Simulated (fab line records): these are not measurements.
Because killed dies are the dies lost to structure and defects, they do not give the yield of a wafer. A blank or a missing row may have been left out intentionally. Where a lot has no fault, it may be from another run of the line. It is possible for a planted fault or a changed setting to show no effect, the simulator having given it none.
Problem report, 8D (eight disciplines) form, completed by code / flow sky130 / the parts of the form that need people (team, actions taken, sign-off) are left out

1. WHAT WENT WRONG
NWELL_2_TW at SKY_NWELL_TW_MEAS_26 reads a mean of 605 on 6 wafers of 2 lots; wafers without a fault read 498 with a standard deviation of 6. Measured from the usual mean, that is +18 standard deviations.
First seen on wafer L407.1, day 6 02:10, on film-metro-02. Wafers with a number at this step in the record: 36, from 12 lots. By rule, "out" or "out of limits" means more than 4 standard deviations away from the usual mean. All remaining wafers that have a number are taken as sound.

2. WHAT IT IS AND WHAT IT IS NOT
question=which readings at this step | is=NWELL_2_TW | is not=-
question=which lots | is=L407, L410 | is not=L404, L406, L408, L417, L418, L419, L420, L421, L424, L427
question=which wafers of those lots | is=all that have a number | is not=-
question=read on which gauges | is=film-metro-02, film-metro-03 | is not=film-metro-04
question=when | is=from day 6 02:10 | is not=up to then (6 sound wafers); but 24 sound wafers of L408, L417, L418, L419, L420, L421, L424, L427 came after

3. WHAT RULES OUT EACH SUSPECT
Counting: a tool at any process step up to the reading remains a suspect when it ran all the lots that are out and ran no sound lot after the first of those.
- the gauge at SKY_NWELL_TW_MEAS_26: ruled out. 2 gauges (film-metro-02, film-metro-03) read the wafers that are out.
- implanter-01 at SKY_NWELL_IMPLANT_24: ruled out as a lasting fault. After its first lot that is out, L407 (day 6 01:55), sound lots L419, L420 ran on it.
Left after counting: nothing in the record.

4. THE CAUSE (what the simulator had put in)
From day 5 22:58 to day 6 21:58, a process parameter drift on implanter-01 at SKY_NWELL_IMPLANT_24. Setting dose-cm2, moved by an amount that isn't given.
It was ruled out by counting, in error; the rule expects a fault to strike all lots run on its tool from its start on, and this fault did not.

5. SEQUENCE OF EFFECTS, ordered by route
Each row: a reading where the mean over the struck wafers with a number is more than 3 standard deviations away from the usual. Only readings for which the record gives a usual standard deviation are gone through. hours: the time from each lot's start at the first step in this table that gives one to its start at this step, as a median over the lots. sigmas: the change in usual standard deviations.
hours=0; step=SKY_NWELL_IMPLANT_24; reading=dose-ions-cm2; usual=9.201e+12; on struck wafers=1.747e+13; change=+8.267e+12; sigmas=+99 or more
hours=0; step=SKY_NWELL_IMPLANT_24; reading=faraday-current-uA; usual=51.8; on struck wafers=97.7; change=+45.9; sigmas=+46
hours=0; step=SKY_NWELL_TW_MEAS_26; reading=NWELL_2_TW; usual=498; on struck wafers=605; change=+107; sigmas=+18
Process steps it contains:
- SKY_NWELL_IMPLANT_24
At these later measuring or inspecting steps, every struck wafer for which the step has a row has a number for every such reading, and none has moved that far: SKY_VT_ADJUST_LVTN_OVL_MEAS_07.

6. HOW IT WOULD HAVE BEEN CAUGHT EARLIER
In this record the first reading out of limits at a measuring or inspecting step was taken at day 6 02:10, 3 hours after the fault began at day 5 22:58.
The tool's own readings at SKY_NWELL_IMPLANT_24 were out on every struck wafer that the step has a row for (dose-ions-cm2, faraday-current-uA): an alarm limit on them would have fired on the first of those.
